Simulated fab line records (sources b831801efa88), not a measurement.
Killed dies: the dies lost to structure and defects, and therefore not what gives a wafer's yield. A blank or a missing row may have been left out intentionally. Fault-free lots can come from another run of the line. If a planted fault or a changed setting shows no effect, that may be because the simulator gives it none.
Which tool was responsible? | flow sky130 | 12 lots, 36 wafers sampled, at 1 step of a route of 708

== WHAT THE GAUGES READ, wafer by wafer ==
SKY_FIELD_ISO_THK_MEAS_02.
lot  | measured    | on            | FIELD_ISO_OXIDATION_00_THK (nm)
L075 | day 1 19:15 | film metro-04 | 11.71 11.88 11.74
L077 | day 2 03:52 | film metro-03 | 12.41 12.12 12.11
L079 | day 2 13:45 | film metro-01 | 11.85 12.05 11.88
L081 | day 3 00:01 | film metro-04 | 12.00 12.04 11.93
L083 | day 3 08:38 | film metro-03 | 12.02 12.05 12.17
L085 | day 3 20:40 | film metro-04 | 11.99 11.98 12.05
L087 | day 4 05:38 | film metro-01 | 11.72 11.57 11.67
L089 | day 4 14:59 | film metro-03 | 11.80 11.73 11.85
L091 | day 5 00:39 | film metro-03 | 12.09 12.16 11.90
L093 | day 5 10:38 | film metro-03 | 11.69 11.81 11.83
L095 | day 5 22:16 | film metro-03 | 12.24 12.38 12.53
L097 | day 6 07:26 | film metro-04 | 11.73 12.09 11.87

== TOOL THAT RAN EACH LOT (tool first, then ch and the chambers of the sampled wafers, then the start) ==
Before these readings, the record contains no process step.

== THE ANSWER, worked out from the rows above alone ==
Rule: the lots themselves supply what counts as usual. The widest of any qualifying gaps counts: lots, ordered by their means at a reading, are off when they make up no more than a third of the lots, leave a main group of 4 or more, and stand apart from it by 3 or more times the standard deviation of that group's means. The tables above print the reading to a certain number of digits; a main group whose means all agree to those digits is not used. A lot without any number at a reading at which 4 lots or more have one is off too. The other lots that the step has rows for count as sound.
Nothing can be told from this: no lot is off at any reading shown.

== WHAT HAD BEEN PUT IN BY THE SIMULATOR ==
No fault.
